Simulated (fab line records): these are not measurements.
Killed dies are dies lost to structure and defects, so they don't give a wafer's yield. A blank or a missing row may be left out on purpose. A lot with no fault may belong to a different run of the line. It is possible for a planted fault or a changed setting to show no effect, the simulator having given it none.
Matching of chambers :: flow sky130 :: SKY_CONTACT_CMP_04 on cmp-01: 4 sister chambers
The step polishes SiO2. 33 wafers are shown with their chamber, then 12 later ones without.

WAFERS PAIRED WITH THEIR CHAMBERS
wafer: L074.1
chamber: 1
motorCurrentA (A): 9.0
timeToEndpointS (s): 77

wafer: L074.3
chamber: 2
motorCurrentA (A): 12.2
timeToEndpointS (s): 91

wafer: L074.5
chamber: 2
motorCurrentA (A): 12.3
timeToEndpointS (s): 95

wafer: L076.2
chamber: 2
motorCurrentA (A): 12.2
timeToEndpointS (s): 100

wafer: L076.4
chamber: 0
motorCurrentA (A): 11.7
timeToEndpointS (s): 84

wafer: L076.5
chamber: 3
motorCurrentA (A): 10.7
timeToEndpointS (s): 79

wafer: L080.2
chamber: 0
motorCurrentA (A): 11.3
timeToEndpointS (s): 83

wafer: L080.3
chamber: 2
motorCurrentA (A): 12.0
timeToEndpointS (s): 87

wafer: L080.4
chamber: 3
motorCurrentA (A): 10.8
timeToEndpointS (s): 87

wafer: L082.3
chamber: 2
motorCurrentA (A): 12.4
timeToEndpointS (s): 92

wafer: L082.4
chamber: 0
motorCurrentA (A): 11.7
timeToEndpointS (s): 89

wafer: L082.6
chamber: 1
motorCurrentA (A): 9.4
timeToEndpointS (s): 82

wafer: L082.1
chamber: 1
motorCurrentA (A): 9.2
timeToEndpointS (s): 84

wafer: L082.2
chamber: 3
motorCurrentA (A): 11.0
timeToEndpointS (s): 81

wafer: L082.5
chamber: 0
motorCurrentA (A): 11.5
timeToEndpointS (s): 84

wafer: L085.3
chamber: 1
motorCurrentA (A): 9.2
timeToEndpointS (s): 79

wafer: L085.4
chamber: 3
motorCurrentA (A): 11.8
timeToEndpointS (s): 82

wafer: L085.6
chamber: 0
motorCurrentA (A): 11.8
timeToEndpointS (s): 81

wafer: L090.3
chamber: 3
motorCurrentA (A): 11.1
timeToEndpointS (s): 73

wafer: L090.5
chamber: 3
motorCurrentA (A): 11.2
timeToEndpointS (s): 77

wafer: L090.6
chamber: 0
motorCurrentA (A): 11.3
timeToEndpointS (s): 77

wafer: L091.2
chamber: 3
motorCurrentA (A): 11.5
timeToEndpointS (s): 81

wafer: L091.4
chamber: 1
motorCurrentA (A): 9.8
timeToEndpointS (s): 76

wafer: L091.5
chamber: 3
motorCurrentA (A): 11.4
timeToEndpointS (s): 79

wafer: L089.2
chamber: 1
motorCurrentA (A): 9.3
timeToEndpointS (s): 78

wafer: L089.4
chamber: 0
motorCurrentA (A): 12.3
timeToEndpointS (s): 81

wafer: L089.5
chamber: 1
motorCurrentA (A): 9.2
timeToEndpointS (s): 77

wafer: L092.4
chamber: 1
motorCurrentA (A): 9.6
timeToEndpointS (s): 73

wafer: L092.5
chamber: 0
motorCurrentA (A): 11.2
timeToEndpointS (s): 72

wafer: L092.6
chamber: 3
motorCurrentA (A): 11.7
timeToEndpointS (s): 75

wafer: L093.1
chamber: 1
motorCurrentA (A): 9.4
timeToEndpointS (s): 77

wafer: L093.5
chamber: 2
motorCurrentA (A): 12.1
timeToEndpointS (s): 82

wafer: L093.6
chamber: 3
motorCurrentA (A): 11.2
timeToEndpointS (s): 79

SIGNATURES, as means of the wafers listed above
reading: motorCurrentA
chamber 0: 11.600
chamber 1: 9.344
chamber 2: 12.200
chamber 3: 11.240
scatter within a chamber: 0.302

reading: timeToEndpointS
chamber 0: 81.38
chamber 1: 78.11
chamber 2: 91.17
chamber 3: 79.30
scatter within a chamber: 4.54
Rule: distance of a wafer from a chamber = root of the sum over the readings of ((wafer's reading minus chamber's mean) / reading's scatter) squared. The wafer belongs to the nearest chamber; if the next one is less than 2 further off, it can't be placed. How the scatter is found: for the shown wafers, subtract from each reading the mean of its chamber, square and add these, divide the total by (wafers less chambers), then take the root.

WAFERS WITHOUT THEIR CHAMBER
wafer: L096.1
motorCurrentA (A): 12.5
timeToEndpointS (s): 92

wafer: L096.3
motorCurrentA (A): 10.9
timeToEndpointS (s): 83

wafer: L096.6
motorCurrentA (A): 9.6
timeToEndpointS (s): 80

wafer: L095.2
motorCurrentA (A): 11.2
timeToEndpointS (s): 89

wafer: L095.4
motorCurrentA (A): 9.2
timeToEndpointS (s): 82

wafer: L095.5
motorCurrentA (A): 11.4
timeToEndpointS (s): 85

wafer: L095.1
motorCurrentA (A): 12.1
timeToEndpointS (s): 95

wafer: L095.3
motorCurrentA (A): 11.1
timeToEndpointS (s): 84

wafer: L095.6
motorCurrentA (A): 9.9
timeToEndpointS (s): 80

wafer: L097.1
motorCurrentA (A): 9.6
timeToEndpointS (s): 80

wafer: L097.2
motorCurrentA (A): 11.7
timeToEndpointS (s): 91

wafer: L097.3
motorCurrentA (A): 11.4
timeToEndpointS (s): 82

EACH ONE'S CHAMBER
wafer: L096.1
from the rows above: 2
in truth: 2

wafer: L096.3
from the rows above: can't be placed: 3 or 0
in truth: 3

wafer: L096.6
from the rows above: 1
in truth: 1

wafer: L095.2
from the rows above: can't be placed: 0 or 3 or 2
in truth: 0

wafer: L095.4
from the rows above: 1
in truth: 1

wafer: L095.5
from the rows above: can't be placed: 0 or 3 or 2
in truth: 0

wafer: L095.1
from the rows above: 2
in truth: 2

wafer: L095.3
from the rows above: can't be placed: 3 or 0
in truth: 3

wafer: L095.6
from the rows above: 1
in truth: 1

wafer: L097.1
from the rows above: 1
in truth: 1

wafer: L097.2
from the rows above: can't be placed: 2 or 0 or 3
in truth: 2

wafer: L097.3
from the rows above: can't be placed: 0 or 3
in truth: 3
Placed correctly: 6 of 12. Unplaceable from these rows: 6, with the true chamber sitting among the candidates in 6. Placed wrongly: 0.
